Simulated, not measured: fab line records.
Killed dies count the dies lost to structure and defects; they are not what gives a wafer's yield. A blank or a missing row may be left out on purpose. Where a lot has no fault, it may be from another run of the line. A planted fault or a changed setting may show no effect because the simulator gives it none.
Which tool did it? + flow gf180mcu + 11 lots with 33 wafers sampled at 4 steps, on a route of 602 steps

## WHAT THE GAUGES READ, wafer by wafer
GF_HV_LDD_TW_MEAS_38.
| lot  | measured     | on            | HV_LDD_3_TW    |
|------|--------------|---------------|----------------|
| L263 | day 12 23:28 | film_metro-04 | 1420 1427 1424 |
| L264 | day 13 06:55 | film_metro-03 | 1438 1442 1436 |
| L266 | day 13 20:20 | film_metro-03 | 1435 1437 1434 |
| L267 | day 14 04:33 | film_metro-01 | 1435 1430 1432 |
| L269 | day 14 19:46 | film_metro-03 | 1443 1441 1444 |
| L274 | day 16 16:25 | film_metro-04 | 1425 1415 1417 |
| L278 | day 17 16:52 | film_metro-04 | 30 30 30       |
| L279 | day 17 23:58 | film_metro-03 | 30 30 30       |
| L280 | day 18 04:54 | film_metro-01 | 1425 1431 1432 |
| L281 | day 18 13:29 | film_metro-03 | 1436 1428 1428 |
| L282 | day 19 01:20 | film_metro-04 | 1431 1429 1430 |

GF_V1_CD_MEAS_14 targets a cd of 260 nm.
| lot  | measured     | on        | cd_nm (nm)        |
|------|--------------|-----------|-------------------|
| L263 | day 19 18:57 | cd_sem-02 | 261.1 260.4 260.3 |
| L264 | day 20 03:31 | cd_sem-02 | 261.0 260.0 261.5 |
| L266 | day 20 20:34 | cd_sem-02 | 260.5 262.7 260.5 |
| L267 | day 21 06:49 | cd_sem-02 | 258.7 259.4 258.6 |
| L269 | day 22 00:19 | cd_sem-02 | 261.6 262.0 261.5 |
| L274 | day 23 20:19 | cd_sem-02 | 258.6 259.4 259.0 |
| L280 | day 25 08:53 | cd_sem-02 | 259.4 257.5 259.2 |
| L281 | day 25 16:40 | cd_sem-02 | 261.4 259.7 259.5 |
| L282 | day 26 03:14 | cd_sem-01 | 259.2 258.9 258.7 |

## WHAT TOOL EACH LOT RAN ON (gives the tool, then ch and the chambers of the sampled wafers, and finally the start)
| lot  | GF_HV_LDD_STRIP_22                   | GF_HV_LDD_STRIP_37                   |
|------|--------------------------------------|--------------------------------------|
| L263 | plasma_asher-03 ch 0,1, day 12 03:41 | plasma_asher-03 ch 0,1, day 12 23:22 |
| L264 | plasma_asher-04 ch 0,1, day 12 10:31 | plasma_asher-03 ch 0,1, day 13 06:49 |
| L266 | plasma_asher-04 ch 0,1, day 12 23:34 | plasma_asher-04 ch 0,1, day 13 20:14 |
| L267 | plasma_asher-01 ch 0,1, day 13 07:31 | plasma_asher-04 ch 0,1, day 14 04:26 |
| L269 | plasma_asher-04 ch 0,1, day 13 22:29 | plasma_asher-04 ch 0,1, day 14 19:40 |
| L274 | plasma_asher-01 ch 0,1, day 15 17:32 | plasma_asher-01 ch 0,1, day 16 16:19 |
| L278 | plasma_asher-01 ch 0,1, day 16 17:40 | plasma_asher-04 ch 0,1, day 17 16:46 |
| L279 | plasma_asher-01 ch 0,1, day 17 00:11 | plasma_asher-01 ch 0,1, day 17 23:53 |
| L280 | plasma_asher-01 ch 0,1, day 17 05:07 | plasma_asher-01 ch 0,1, day 18 04:49 |
| L281 | plasma_asher-03 ch 0,1, day 17 13:40 | plasma_asher-01 ch 0,1, day 18 13:23 |
| L282 | plasma_asher-01 ch 0,1, day 18 00:42 | plasma_asher-03 ch 0, day 19 01:14   |
- GF_HV_LDD_STRIP_22: strips in O2/N2.
- GF_HV_LDD_STRIP_37: strips in O2/N2.

## WHAT THE TOOLS THEMSELVES READ (means of the sampled wafers that have a number; where no wafer has one, the mark that the record gives instead)
GF_HV_LDD_STRIP_22.
| lot  | tool            | chamber_pressure_mTorr (mTorr) | drypump_motor_current_A (A) | heater_power_w (W) | o2_flow_sccm (sccm) | oes_product_au (a.u.) | platen_temp_c (C) | strip_time_to_endpoint_s (s) |
|------|-----------------|--------------------------------|-----------------------------|--------------------|---------------------|-----------------------|-------------------|------------------------------|
| L263 | plasma_asher-03 | 1499.3                         | 5.3                         | 344                | 3002                | 0.712                 | 250.00            | 12.60                        |
| L264 | plasma_asher-04 | 1500.1                         | 5.5                         | 315                | 2997                | 0.716                 | 249.95            | 12.67                        |
| L266 | plasma_asher-04 | 1500.0                         | 5.5                         | 318                | 3004                | 0.717                 | 250.09            | 12.68                        |
| L267 | plasma_asher-01 | 1498.5                         | 5.9                         | 309                | 3004                | 0.717                 | 250.20            | 12.62                        |
| L269 | plasma_asher-04 | 1499.9                         | 5.9                         | 330                | 3000                | 0.716                 | 250.11            | 12.60                        |
| L274 | plasma_asher-01 | 1499.9                         | 6.0                         | 296                | 3002                | 0.719                 | 249.93            | 12.65                        |
| L278 | plasma_asher-01 | -                              | -                           | -                  | -                   | -                     | -                 | -                            |
| L279 | plasma_asher-01 | -                              | -                           | -                  | -                   | -                     | -                 | -                            |
| L280 | plasma_asher-01 | 1500.6                         | 6.1                         | 296                | 2996                | 0.718                 | 250.23            | 12.68                        |
| L281 | plasma_asher-03 | 1500.5                         | 5.9                         | 333                | 3000                | 0.712                 | 250.05            | 12.63                        |
| L282 | plasma_asher-01 | 1501.3                         | 5.8                         | 306                | 3006                | 0.717                 | 250.05            | 12.61                        |

GF_HV_LDD_STRIP_37.
| lot  | tool            | chamber_pressure_mTorr (mTorr) | drypump_motor_current_A (A) | heater_power_w (W) | o2_flow_sccm (sccm) | oes_product_au (a.u.) | platen_temp_c (C) | strip_time_to_endpoint_s (s) |
|------|-----------------|--------------------------------|-----------------------------|--------------------|---------------------|-----------------------|-------------------|------------------------------|
| L263 | plasma_asher-03 | 1500.1                         | 5.4                         | 345                | 3003                | 0.717                 | 249.94            | 12.60                        |
| L264 | plasma_asher-03 | 1498.4                         | 5.3                         | 343                | 3003                | 0.717                 | 250.09            | 12.67                        |
| L266 | plasma_asher-04 | 1500.7                         | 5.9                         | 327                | 3005                | 0.714                 | 249.98            | 12.56                        |
| L267 | plasma_asher-04 | 1500.4                         | 5.5                         | 316                | 3001                | 0.715                 | 249.95            | 12.60                        |
| L269 | plasma_asher-04 | 1500.0                         | 5.5                         | 311                | 3009                | 0.712                 | 250.13            | 12.67                        |
| L274 | plasma_asher-01 | 1499.8                         | 5.8                         | 308                | 2998                | 0.714                 | 250.26            | 12.61                        |
| L278 | plasma_asher-04 | 1499.4                         | 5.5                         | 318                | 3013                | 0.719                 | 249.83            | 27.69                        |
| L279 | plasma_asher-01 | 1498.4                         | 6.1                         | 296                | 2994                | 0.721                 | 250.10            | 27.56                        |
| L280 | plasma_asher-01 | 1500.5                         | 6.1                         | 297                | 2992                | 0.715                 | 250.05            | 12.67                        |
| L281 | plasma_asher-01 | 1500.6                         | 6.1                         | 297                | 2999                | 0.716                 | 250.20            | 12.57                        |
| L282 | plasma_asher-03 | 1500.3                         | 4.8                         | 370                | 2999                | 0.717                 | 250.13            | 12.63                        |

## THE ANSWER, worked out from the rows above alone
Rule: the usual values come from the lots themselves. The widest of any qualifying gaps counts: lots, ordered by their means at a reading, are off when they make up no more than a third of the lots, leave a main group of 4 or more, and stand apart from it by 3 or more times the standard deviation of that group's means. If all means in a main group match to the digits the tables above print for the reading, that group is not used. Also off: a lot with no number at a reading for which 4 or more lots have one. The other lots that the step has rows for count as sound. Order of review: gauges by route order, followed by the tools' own readings, for which a lot's mean as printed above is used. At the first step where some lot is off, the reading lying furthest off is the one used; lots without a number count as furthest.
Off: L278, L279, seen at GF_HV_LDD_TW_MEAS_38 (HV_LDD_3_TW). Main group: mean 1431, sd 6.8.
A tool fits if, at a process step before that reading, it ran every lot that is off, and no sound lot after the first of them. Not tried: the gauges at GF_HV_LDD_TW_MEAS_38; whatever is off there is also off at GF_HV_LDD_STRIP_22, on other tools, and gauge error can't account for it. Of those tried, none fits.

## WHAT THE SIMULATOR PUT IN
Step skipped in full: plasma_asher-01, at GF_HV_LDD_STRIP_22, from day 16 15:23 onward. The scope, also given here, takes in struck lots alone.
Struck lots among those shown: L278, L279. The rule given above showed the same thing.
